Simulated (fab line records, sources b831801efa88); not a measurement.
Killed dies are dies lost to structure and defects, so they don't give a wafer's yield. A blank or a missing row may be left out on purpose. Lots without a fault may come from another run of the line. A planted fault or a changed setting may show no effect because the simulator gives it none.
Chamber matching | flow sky130 | SKY_CONTACT_CMP_27 on cmp-01: 4 sister chambers
The step polishes, stops on SiO2, t overpolish 15 s, target thk 0 nm. 8 wafers are shown with their chamber, then 9 later ones without.

WAFERS WITH THEIR CHAMBER
wafer  | chamber | motor_current_A (A) | time_to_endpoint_s (s)
L082.4 | 2       | 9.6                 | 78
L083.4 | 0       | 11.3                | 89
L083.5 | 3       | 10.4                | 83
L085.1 | 2       | 9.8                 | 76
L085.6 | 1       | 9.5                 | 75
L089.2 | 1       | 9.9                 | 83
L089.3 | 0       | 11.8                | 86
L089.4 | 3       | 10.5                | 86

WAFERS WITHOUT THEIR CHAMBER
wafer  | motor_current_A (A) | time_to_endpoint_s (s)
L092.1 | 9.3                 | 81
L092.4 | 11.4                | 79
L092.6 | 10.4                | 78
L094.2 | 10.1                | 74
L094.3 | 10.4                | 79
L094.6 | 10.1                | 81
L097.2 | 9.9                 | 82
L097.3 | 11.7                | 84
L097.5 | 11.3                | 83

WHICH CHAMBER EACH WENT THROUGH
wafer  | from the rows above          | in truth
L092.1 | can't be placed: 1 or 2      | 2
L092.4 | can't be placed: 0 or 3      | 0
L092.6 | can't be placed: 3 or 1 or 2 | 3
L094.2 | can't be placed: 2 or 1 or 3 | 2
L094.3 | can't be placed: 3 or 1 or 2 | 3
L094.6 | can't be placed: 1 or 3 or 2 | 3
L097.2 | can't be placed: 1 or 2 or 3 | 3
L097.3 | 0                            | 0
L097.5 | can't be placed: 0 or 3      | 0
Placed correctly: 1 of 9. Can't be placed from these rows: 8 (the true chamber is among the candidates in 8). Placed wrongly: 0.
How it was worked out, from the rows above alone: a wafer's distance from a chamber is the root of the sum, over the readings, of the square of ((its reading less the chamber's mean) divided by the reading's scatter). The wafer belongs to the nearest chamber; if the next one is less than 2 further off, it can't be placed. A chamber's mean is the mean of its shown wafers. The scatter: the root of (the sum of the squares of (reading less its chamber's mean) over the shown wafers, divided by (wafers less chambers)).
